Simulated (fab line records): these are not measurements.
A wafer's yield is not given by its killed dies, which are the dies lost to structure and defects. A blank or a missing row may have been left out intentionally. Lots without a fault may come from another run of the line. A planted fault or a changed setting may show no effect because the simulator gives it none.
Which tool was responsible? ; flow gf180mcu ; 24 lots, 72 wafers sampled, at 5 steps of a route of 602

## WHAT THE GAUGES READ, wafer by wafer
GF_STI_THK_MEAS_02. Usual: for STI_OXIDATION_THK the level is 9.91 nm and the standard deviation is 0.23.
lot;measured;on;STI_OXIDATION_THK (nm);flag
L074;day 1 11:56;film_metro-04;9.68 9.71 9.68;
L075;day 1 16:50;film_metro-01;9.99 9.84 10.14;
L076;day 1 21:31;film_metro-04;9.69 9.59 9.52;
L077;day 2 02:31;film_metro-04;9.57 9.54 9.50;
L078;day 2 07:31;film_metro-02;9.72 9.82 9.72;
L079;day 2 12:31;film_metro-04;9.84 9.76 9.81;
L080;day 2 19:11;film_metro-01;9.89 9.74 9.98;
L081;day 3 00:38;film_metro-02;10.00 10.00 9.74;
L082;day 3 07:21;film_metro-01;9.71 9.82 9.73;
L083;day 3 11:10;film_metro-04;10.37 10.39 10.28;
L084;day 3 13:31;film_metro-04;9.47 9.47 9.63;
L085;day 3 18:31;film_metro-01;9.91 10.02 9.97;
L086;day 3 23:31;film_metro-01;9.96 9.92 9.89;
L087;day 4 04:31;film_metro-02;9.72 9.88 9.89;
L088;day 4 09:32;film_metro-04;10.26 10.05 10.21;
L089;day 4 14:32;film_metro-02;10.05 9.85 9.81;
L090;day 4 19:56;film_metro-04;9.97 9.85 10.01;
L091;day 5 00:32;film_metro-01;10.04 9.85 10.23;
L092;day 5 05:31;film_metro-01;9.99 10.03 9.86;
L093;day 5 10:31;film_metro-02;10.35 10.11 10.19;
L094;day 5 15:31;film_metro-02;10.17 10.13 10.20;
L095;day 5 20:31;film_metro-02;9.94 10.01 9.95;
L096;day 6 01:31;film_metro-04;10.23 10.40 10.28;
L097;day 6 07:59;film_metro-04;9.90 9.95 9.93;

GF_VT_IMPLANT_OVL_MEAS_07. Usual: for VT_IMPLANT_OVL the level is 0.0 nm and the standard deviation is 1.7.
lot;measured;on;VT_IMPLANT_OVL (nm);flag
L074;day 5 12:56;overlay-01;-3.1 -2.8 -2.6;
L075;day 5 20:14;overlay-02;-3.5 -1.0 -1.6;
L076;day 6 02:46;overlay-02;-0.6 -0.5 -1.9;
L077;day 6 13:55;overlay-02;-0.8 -2.0 -1.9;
L078;day 6 23:37;overlay-01;0.3 -1.4 -0.9;
L079;day 7 01:03;overlay-01;1.8 3.0 0.9;
L080;day 7 04:10;overlay-01;2.6 -0.6 -1.2;
L081;day 7 13:12;overlay-02;-0.2 -1.5 1.7;
L082;day 7 19:59;overlay-01;0.7 0.6 0.7;
L083;day 8 02:42;overlay-01;3.3 3.3 2.3;
L084;day 8 05:17;overlay-01;-2.4 -0.8 -0.7;
L085;day 8 09:20;overlay-02;-1.4 -0.6 -1.4;
L086;day 8 18:37;overlay-02;2.2 0.1 2.3;
L087;day 8 23:10;overlay-02;-1.9 -0.1 -0.4;
L088;day 9 06:19;overlay-02;3.0 3.4 3.2;
L089;day 9 11:44;overlay-01;1.8 0.7 0.3;
L090;day 9 18:57;overlay-02;0.8 2.0 1.8;
L091;day 10 00:49;overlay-02;-1.6 -1.7 0.8;
L092;day 10 06:07;overlay-02;-1.7 -2.5 -0.9;
L093;day 10 12:28;overlay-01;1.2 0.6 0.8;
L094;day 10 20:07;overlay-01;1.6 1.8 1.2;
L095;day 11 02:25;overlay-02;1.4 2.5 0.9;
L096;day 11 05:12;overlay-01;0.7 -1.7 -0.9;
L097;day 11 18:02;overlay-01;-2.4 0.3 0.0;

GF_SAB_OVL_MEAS_10. Usual: for SAB_OVL the level is 0.1 nm and the standard deviation is 1.3.
lot;measured;on;SAB_OVL (nm);flag
L074;day 15 05:47;overlay-02;-0.3 2.0 1.1;
L075;day 15 10:36;overlay-01;-0.8 1.5 0.6;
L076;day 15 18:35;overlay-01;-1.3 -0.2 -1.1;
L077;day 16 13:35;overlay-01;0.3 0.2 1.9;
L078;day 16 23:26;overlay-02;-1.3 -2.7 0.2;
L079;day 17 01:44;overlay-01;-1.9 -1.7 -1.4;
L080;day 17 07:02;overlay-01;0.5 1.8 2.5;
L081;day 17 21:05;overlay-01;-0.6 0.0 -0.6;
L082;day 18 07:23;overlay-01;0.0 0.1 0.9;
L083;day 18 15:33;overlay-01;1.2 1.7 1.0;
L084;day 18 19:39;overlay-02;1.8 -1.1 0.9;
L085;day 19 00:51;overlay-01;0.0 -0.2 -0.5;
L086;day 19 14:30;overlay-02;0.7 -2.5 -0.3;
L087;day 19 22:29;overlay-02;-2.1 -1.1 -0.7;
L088;day 20 08:38;overlay-02;-0.8 1.1 1.1;
L089;day 20 16:29;overlay-01;1.8 1.1 2.1;
L090;day 21 00:38;overlay-01;-0.1 -0.7 4.7;
L091;day 21 07:08;overlay-01;-2.4 0.3 0.0;
L092;day 21 15:11;overlay-02;0.4 -0.6 -0.2;
L093;day 22 00:45;overlay-02;-0.5 -0.5 0.3;
L094;day 22 07:02;overlay-02;-1.7 0.6 -1.6;
L095;day 22 17:47;overlay-02;0.4 -0.6 0.0;
L096;day 22 21:26;overlay-01;1.0 -0.6 2.4;
L097;day 23 10:14;overlay-01;0.8 0.3 -0.4;

GF_CONTACT_RS_MEAS_25: uses a four-point probe to measure. Usual: for CONTACT_W_RS the level is 0.381 ohm/sq and the standard deviation is 0.0049.
lot;measured;on;CONTACT_W_RS (ohm/sq);flag
L074;day 16 05:01;film_metro-02;0.387 0.385 0.391;
L075;day 16 10:37;film_metro-01;0.379 0.379 0.384;
L076;day 16 19:03;film_metro-02;0.386 0.387 0.379;
L077;day 17 14:54;film_metro-02;0.378 0.371 0.373;
L078;day 18 01:16;film_metro-03;0.379 0.373 0.383;
L079;day 18 03:34;film_metro-03;0.386 0.388 0.386;
L080;day 18 08:38;film_metro-01;0.371 0.374 0.369;
L081;day 18 23:29;film_metro-02;0.376 0.389 0.390;
L082;day 19 09:36;film_metro-01;0.380 0.384 0.382;
L083;day 19 19:06;film_metro-01;0.378 0.378 0.385;
L084;day 19 22:39;film_metro-02;0.375 0.385 0.386;
L085;day 20 03:38;film_metro-03;0.375 0.389 0.381;
L086;day 20 16:45;film_metro-02;0.388 0.387 0.388;
L087;day 21 01:41;film_metro-03;0.385 0.375 0.385;
L088;day 21 11:27;film_metro-01;0.380 0.380 0.377;
L089;day 21 19:17;film_metro-02;0.380 0.382 0.380;
L090;day 22 02:59;film_metro-03;0.386 0.380 0.381;
L091;day 22 09:29;film_metro-03;0.379 0.382 0.375;
L092;day 22 17:13;film_metro-01;0.378 0.383 0.372;
L093;day 23 02:35;film_metro-03;0.392 0.378 0.392;
L094;day 23 08:32;film_metro-03;0.384 0.386 0.377;
L095;day 23 19:01;film_metro-01;0.376 0.377 0.381;
L096;day 23 22:35;film_metro-02;0.379 0.381 0.381;
L097;day 24 09:01;film_metro-02;0.381 0.385 0.381;

GF_V4_RS_MEAS_24: uses a four-point probe to measure. Usual: for V4_W_RS the level is 0.328 ohm/sq and the standard deviation is 0.0034.
lot;measured;on;V4_W_RS (ohm/sq);flag
L074;day 25 00:49;film_metro-01;0.329 0.329 0.330;
L075;day 25 02:38;film_metro-03;0.326 0.331 0.330;
L076;day 25 03:55;film_metro-01;0.328 0.327 0.326;
L077;day 25 19:57;film_metro-01;0.322 0.328 0.325;
L078;day 26 05:19;film_metro-01;0.324 0.323 0.323;
L079;day 26 22:07;film_metro-03;0.321 0.324 0.326;
L080;day 26 22:25;film_metro-03;0.327 0.327 0.329;
L081;day 27 02:22;film_metro-01;0.327 0.328 0.329;
L082;day 27 09:01;film_metro-02;0.327 0.328 0.327;
L083;day 27 17:46;film_metro-02;0.323 0.326 0.328;
L084;day 27 22:39;film_metro-02;0.328 0.327 0.328;
L085;day 28 00:37;film_metro-01;0.330 0.330 0.331;
L086;day 28 19:08;film_metro-02;0.331 0.331 0.333;
L087;day 28 20:50;film_metro-01;0.327 0.328 0.326;
L088;day 29 01:29;film_metro-02;0.335 0.334 0.333;
L089;day 29 07:37;film_metro-02;0.332 0.328 0.326;
L090;day 29 16:34;film_metro-03;0.329 0.330 0.329;
L091;day 29 20:48;film_metro-03;0.326 0.333 0.324;
L092;day 30 11:02;film_metro-02;0.329 0.327 0.335;
L093;day 30 13:08;film_metro-02;0.326 0.329 0.329;
L094;day 30 16:17;film_metro-02;0.325 0.331 0.322;
L095;day 30 21:29;film_metro-01;0.324 0.336 0.329;
L096;day 31 02:37;film_metro-01;0.323 0.329 0.331;
L097;day 31 12:39;film_metro-01;0.324 0.331 0.338;

## TOOL THAT RAN EACH LOT (tool first, then ch and the chambers of the sampled wafers, then the start)
The record shows no process step preceding these readings.

## WHAT THE TOOLS THEMSELVES READ (means of the sampled wafers that have a number; where no wafer has one, the mark that the record gives instead)
The record holds no such reading with a usual standard deviation.

## THE ANSWER, worked out from the rows above alone
Rule: take the mean of a lot's wafers that have a number; if it is more than 3 standard deviations from the usual mean, the lot is off. A lot without any number at a reading at which 4 lots or more have one is off too. Any other lot the step has rows for is counted as sound. Order of review: gauges by route order, followed by the tools' own readings, for which a lot's mean as printed above is used. The first step at which some lot is off is used, and at that step the reading that is off furthest; a lot without a number counts as furthest.
No lot is off on any of the readings shown, so nothing can be concluded from this.

## WHAT THE SIMULATOR HAD PUT IN
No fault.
